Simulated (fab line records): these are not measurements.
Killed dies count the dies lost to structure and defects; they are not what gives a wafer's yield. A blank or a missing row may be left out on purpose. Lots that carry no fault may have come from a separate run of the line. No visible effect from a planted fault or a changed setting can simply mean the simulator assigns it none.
Code-filled problem report in 8D (eight disciplines) form :: flow sky130 :: the parts of the form that need people (team, actions taken, sign-off) are left out

## 1. THE PROBLEM
METAL5_ALCU_RS at SKY_METAL5_RS_MEAS_05 reads a mean of 0.0300 ohm/sq on 1 wafer of 1 lot; wafers without a fault read 0.0271 ohm/sq with a standard deviation of 0.00033. Measured from the usual mean, that is +8.8 standard deviations.
The step: measures by four-point-probe.
First observed at day 47 10:59: wafer L646.5, on film_metro-03. The record holds 27 wafers of 9 lots with a number at this step. Rule for "out" (also "out of limits"): further than 4 standard deviations from the usual mean. All remaining wafers that have a number are taken as sound.

## 2. WHAT IT IS, AND WHAT IT ISN'T
question: which readings at this step
is: METAL5_ALCU_RS
is not: -

question: which lots
is: L646
is not: L630, L633, L635, L636, L644, L645, L647, L648

question: which wafers of those lots
is: L646.5
is not: L646.3, L646.6

question: read on which gauges
is: film_metro-03
is not: film_metro-01, film_metro-02

question: when
is: from day 47 10:59
is not: up to then (20 sound wafers); but 6 sound wafers of L647, L648 came after

## 3. WHAT RULES OUT EACH SUSPECT
Counting: a tool at a process step up to the reading stays a suspect if it ran every lot that is out. Sound lots after the first of them don't rule it out here, since some wafers of a struck lot are sound.
- the gauge at SKY_METAL5_RS_MEAS_05 has been ruled out. All the wafers that are out were read on film_metro-03, but those of them that SKY_METAL5_METAL_ETCH_15 has rows for are out there too, on other tools.
- rie_metal-01 at SKY_CAP2M_METAL_ETCH_13 (etches TiN in Cl2/BCl3, stops on SiO2, target depth 220 nm, time 62.9 s): kept. L646, the lot that is out, went through it at day 45 13:21; up to then, the latest sound lot through it was L645 at day 45 09:16.
- rie_diel-01 at SKY_VIA4_ETCH_12 (etches SiO2 in C4F8/O2/Ar, stops on TiN, target depth 580 nm): kept. L646, the lot that is out, went through it at day 47 08:49; up to then, the latest sound lot through it was L633 at day 43 17:13.
- pvd_sputter-03 at SKY_METAL5_SPUTTER_02 (material AlCu, target thk 1150 nm, time 61.2 s): kept. L646, the lot that is out, went through it at day 47 10:49; up to then, the latest sound lot through it was L636 at day 44 21:07.
- At SKY_CAP2M_METAL_ETCH_13 on rie_metal-01, chamber 0 took the sound wafers of the same lots and chamber 1 took the wafers that are out.
- At SKY_VIA4_ETCH_12 on rie_diel-01, chamber 0 took the sound wafers of the same lots and chamber 3 took the wafers that are out.
The count leaves rie_metal-01 at SKY_CAP2M_METAL_ETCH_13, rie_diel-01 at SKY_VIA4_ETCH_12, and pvd_sputter-03 at SKY_METAL5_SPUTTER_02.

## 4. THE CAUSE (what the simulator had put in)
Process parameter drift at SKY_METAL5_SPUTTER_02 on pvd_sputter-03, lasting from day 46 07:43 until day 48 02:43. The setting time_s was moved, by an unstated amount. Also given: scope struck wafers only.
This tool is one of the 3 suspects left after counting.

## 5. THE CHAIN OF EFFECTS, in route order
One row per reading whose mean, taken over the struck wafers that have a number, lies over 3 standard deviations from the usual. Scope: only readings with a usual standard deviation given in the record; hours: median across lots of the time from each lot's start at the first step in this table that gives one to its start at this step; sigmas: change in usual standard deviations.
hours: 0
step: SKY_METAL5_RS_MEAS_05
reading: METAL5_ALCU_RS
usual: 0.0271 ohm/sq
on struck wafers: 0.0300
change: +0.0029
sigmas: +8.8

hours: 0
step: SKY_METAL5_THK_MEAS_06
reading: METAL5_ALCU_THK
usual: 1151 nm
on struck wafers: 1043
change: -108
sigmas: -7.7

hours: 19
step: SKY_METAL5_METAL_ETCH_15
reading: oes_product_au
usual: 0.894 a.u.
on struck wafers: 0.859
change: -0.035
sigmas: -7.1
Process steps it contains:
- SKY_METAL5_METAL_ETCH_15: etches the open film in Cl2/BCl3, stops on SiO2, target depth 1260 nm, time 252 s.

## 6. WHAT WOULD HAVE CAUGHT IT SOONER
In this record the first reading out of limits at a measuring or inspecting step was taken at day 47 10:59, 27 hours after the fault began at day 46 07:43.
Of the tool readings at SKY_METAL5_SPUTTER_02 for which the record gives a usual standard deviation, none was out on any struck wafer, so an alarm limit of 4 standard deviations on them would not have fired.
Each of the lots that are out, 1 in all, had begun SKY_METAL5_SPUTTER_02 on pvd_sputter-03 no later than day 47 10:59. A hold on the tool at that time would have spared none of them.
